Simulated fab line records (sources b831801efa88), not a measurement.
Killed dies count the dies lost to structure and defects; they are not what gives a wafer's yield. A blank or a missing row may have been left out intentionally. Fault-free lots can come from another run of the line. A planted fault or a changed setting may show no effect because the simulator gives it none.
Matching of chambers / flow gf180mcu / GF_V4_CVD_02 on pecvd-03 has 3 sister chambers
The step deposits SiO2 from TEOS, target thk 850 nm, time 94.851 s. 16 wafers are shown with their chamber, then 8 later ones without.

## WAFERS, EACH WITH ITS CHAMBER
wafer=L990.3; chamber=0; heater-power-outer-w (W)=254; heater-power-w (W)=463
wafer=L990.4; chamber=1; heater-power-outer-w (W)=420; heater-power-w (W)=695
wafer=L990.6; chamber=0; heater-power-outer-w (W)=172; heater-power-w (W)=367
wafer=L993.4; chamber=0; heater-power-outer-w (W)=247; heater-power-w (W)=453
wafer=L993.5; chamber=2; heater-power-outer-w (W)=574; heater-power-w (W)=890
wafer=L993.6; chamber=1; heater-power-outer-w (W)=356; heater-power-w (W)=608
wafer=L994.3; chamber=2; heater-power-outer-w (W)=588; heater-power-w (W)=911
wafer=L994.4; chamber=1; heater-power-outer-w (W)=355; heater-power-w (W)=618
wafer=L994.5; chamber=1; heater-power-outer-w (W)=411; heater-power-w (W)=689
wafer=L998.1; chamber=1; heater-power-outer-w (W)=442; heater-power-w (W)=720
wafer=L998.2; chamber=2; heater-power-outer-w (W)=565; heater-power-w (W)=862
wafer=L998.5; chamber=1; heater-power-outer-w (W)=454; heater-power-w (W)=754
wafer=L100.1; chamber=2; heater-power-outer-w (W)=492; heater-power-w (W)=765
wafer=L100.3; chamber=0; heater-power-outer-w (W)=212; heater-power-w (W)=426
wafer=L100.6; chamber=0; heater-power-outer-w (W)=236; heater-power-w (W)=456
wafer=L101.3; chamber=0; heater-power-outer-w (W)=245; heater-power-w (W)=474

SIGNATURES (means of the wafers above)
reading=heater-power-outer-w; chamber 0=227.67; chamber 1=406.33; chamber 2=554.75; scatter within a chamber=38.5
reading=heater-power-w; chamber 0=439.83; chamber 1=680.67; chamber 2=857.00; scatter within a chamber=53
Rule: a wafer lies at a distance from a chamber equal to the root of the sum of squares, over the readings, of (its reading less the chamber's mean, divided by the reading's scatter). The wafer belongs to the nearest chamber; if the next one is less than 2 further off, it can't be placed. The scatter is the square root of a quotient: the sum, over the shown wafers, of each reading's squared deviation from its chamber's mean, divided by wafers minus chambers.

## WAFERS WITHOUT THEIR CHAMBER
wafer=L101.4; heater-power-outer-w (W)=451; heater-power-w (W)=737
wafer=L101.5; heater-power-outer-w (W)=175; heater-power-w (W)=363
wafer=L103.2; heater-power-outer-w (W)=455; heater-power-w (W)=740
wafer=L103.3; heater-power-outer-w (W)=247; heater-power-w (W)=461
wafer=L103.4; heater-power-outer-w (W)=343; heater-power-w (W)=607
wafer=L111.2; heater-power-outer-w (W)=201; heater-power-w (W)=392
wafer=L111.3; heater-power-outer-w (W)=366; heater-power-w (W)=616
wafer=L111.6; heater-power-outer-w (W)=227; heater-power-w (W)=431

## WHICH CHAMBER EACH ONE RAN IN
wafer=L101.4; from the rows above=can't be placed: 1 or 2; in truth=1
wafer=L101.5; from the rows above=0; in truth=0
wafer=L103.2; from the rows above=can't be placed: 1 or 2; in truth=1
wafer=L103.3; from the rows above=0; in truth=0
wafer=L103.4; from the rows above=1; in truth=1
wafer=L111.2; from the rows above=0; in truth=0
wafer=L111.3; from the rows above=1; in truth=1
wafer=L111.6; from the rows above=0; in truth=0
Correctly placed: 6 of 8. These rows do not allow placing 2 (true chamber among the candidates in 2). 0 placed wrongly.
